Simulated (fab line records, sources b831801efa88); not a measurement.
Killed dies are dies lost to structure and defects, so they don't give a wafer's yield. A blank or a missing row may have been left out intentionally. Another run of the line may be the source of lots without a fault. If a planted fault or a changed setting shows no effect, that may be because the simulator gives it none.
Matching of chambers -- flow sky130 -- SKY_VIA2_CMP_24 on cmp-01 has 4 sister chambers
The step polishes, stops on SiO2, t overpolish 20 s, target thk 0 nm. 18 wafers are shown with their chamber, then 9 later ones without.

== WAFERS PAIRED WITH THEIR CHAMBERS ==
wafer,chamber,motor-current-A (A),overpolish-run-s (s),time-to-endpoint-s (s)
L191.1,1,11.7,19.987,100
L191.2,2,10.9,20.002,95
L191.5,2,11.0,19.995,98
L192.1,2,10.7,20.016,99
L192.2,1,11.1,20.007,104
L192.6,2,11.3,20.012,103
L194.2,0,11.2,20.009,102
L194.5,2,11.1,19.993,102
L194.6,3,11.5,20.009,103
L196.1,1,11.2,20.002,105
L196.5,3,11.2,19.997,107
L196.6,2,11.4,20.005,101
L197.1,2,11.2,20.016,100
L197.4,3,10.5,20.000,103
L197.6,1,11.5,19.991,105
L203.2,0,10.4,20.004,98
L203.3,3,11.4,19.990,98
L203.6,3,11.2,19.998,98

SIGNATURES, as means of the wafers listed above
reading,chamber 0,chamber 1,chamber 2,chamber 3,scatter within a chamber
motor-current-A,10.800,11.375,11.086,11.160,0.328
overpolish-run-s,20.00650,19.99675,20.00557,19.99880,0.00846
time-to-endpoint-s,100.00,103.50,99.71,101.80,3.01
Rule: for each reading, subtract the chamber's mean from the wafer's reading, divide by that reading's scatter and square the result; add these up over the readings and take the root, which gives the wafer's distance from the chamber. The wafer belongs to the nearest chamber; if the next one is less than 2 further off, it can't be placed. The scatter: take each reading less its chamber's mean, square it, sum over the shown wafers, divide by the number of wafers less the number of chambers, and take the root.

== WAFERS MISSING THEIR CHAMBER ==
wafer,motor-current-A (A),overpolish-run-s (s),time-to-endpoint-s (s)
L205.1,11.0,20.003,99
L205.4,11.4,20.000,97
L205.6,10.8,20.001,96
L206.4,11.0,20.004,103
L206.5,11.0,19.984,101
L206.6,11.7,20.005,100
L209.2,10.5,20.005,97
L209.4,10.4,19.998,98
L209.6,10.7,20.002,95

== EACH ONE'S CHAMBER ==
wafer,from the rows above,in truth
L205.1,can't be placed: 2 or 0 or 3 or 1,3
L205.4,can't be placed: 2 or 3 or 1 or 0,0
L205.6,can't be placed: 0 or 2 or 3 or 1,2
L206.4,can't be placed: 3 or 2 or 0 or 1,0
L206.5,can't be placed: 3 or 1 or 2 or 0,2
L206.6,can't be placed: 1 or 2 or 3 or 0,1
L209.2,can't be placed: 0 or 2 or 3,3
L209.4,can't be placed: 0 or 2 or 3 or 1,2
L209.6,can't be placed: 0 or 2 or 3 or 1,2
0 of 9 placed correctly. Not placeable from these rows: 9 (in 9, the candidates include the true chamber). Placed wrongly: 0.
